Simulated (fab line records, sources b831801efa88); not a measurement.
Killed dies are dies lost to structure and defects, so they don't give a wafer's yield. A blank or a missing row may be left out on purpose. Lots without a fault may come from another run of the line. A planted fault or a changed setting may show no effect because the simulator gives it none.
One fault seen from 2 desks | flow sfq_line | each desk has only its own numbers; what lay behind them comes last

THE TOOL OWNER'S DESK: rie_metal-03
The tool's own readings at SFQ_TRILAYER_M3_BARC_OPEN_METAL_ETCH_100 (etches BARC in O2, target depth 125 nm, time 41.7 s): means of the sampled wafers that have a number, for each lot that ran on this tool. A lot is out of limits, marked OUT, if its mean lies more than 4 standard deviations from the usual mean; the brackets give that distance.
Columns: A = drypump_motor_current_A at SFQ_TRILAYER_M3_BARC_OPEN_METAL_ETCH_100, usual 5.19 A; B = oes_product_au at SFQ_TRILAYER_M3_BARC_OPEN_METAL_ETCH_100, usual 0.685 a.u.; C = rf_fwd_power_W at SFQ_TRILAYER_M3_BARC_OPEN_METAL_ETCH_100, usual 594.4 W
lot  | first seen here | A    | B     | C
L814 | day 27 05:31    | 5.35 | 0.682 | 596.1
L824 | day 30 19:02    | 5.37 | 0.688 | 497.0 (-44) OUT
L825 | day 30 21:25    | 5.38 | 0.686 | 497.7 (-44) OUT
This desk's finding: out of limits on L824, L825; first on L824, day 30 19:02 (rf_fwd_power_W at SFQ_TRILAYER_M3_BARC_OPEN_METAL_ETCH_100). In limits: L814.

THE METROLOGY DESK
What the gauges read, lot by lot, whatever tool the lot ran on: means of the sampled wafers that have a number. A lot is out of limits, marked OUT, if its mean lies more than 4 standard deviations from the usual mean; the brackets give that distance.
Columns: A = M3_NB_RS at SFQ_M3_RS_MEAS_919, usual 0.889 ohm/sq; B = M3_OVL at SFQ_M3_OVL_MEAS_921, usual -1 nm
lot  | first seen here | A     | B
L814 | day 23 03:44    | 0.894 | -7
L816 | day 24 03:16    | 0.896 | -5
L824 | day 26 15:00    | 0.886 | -8
L825 | day 26 19:47    | 0.885 | 5
L830 | day 28 18:52    | 0.901 | -0
L833 | day 30 02:04    | 0.901 | 1
This desk's finding: nothing out of limits on any of the 6 lots.

PUT TOGETHER
The tool owner's desk could have raised an alarm at day 30 19:02, on L824, L825.
The metrology desk saw nothing out of limits.
The metrology desk has L824, L825 on record, within its limits.
Of the lots named, all ran SFQ_TRILAYER_M3_BARC_OPEN_METAL_ETCH_100 on rie_metal-03.

WHAT THE SIMULATOR HAD PUT IN
Process parameter drift: rie_metal-03, from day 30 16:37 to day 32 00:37, at SFQ_TRILAYER_M3_BARC_OPEN_METAL_ETCH_100. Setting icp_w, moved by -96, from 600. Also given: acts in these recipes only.
Lots struck among those shown: L824, L825.
Hours from the fault's start to each desk's first reading out of limits: the tool owner's desk, 2.
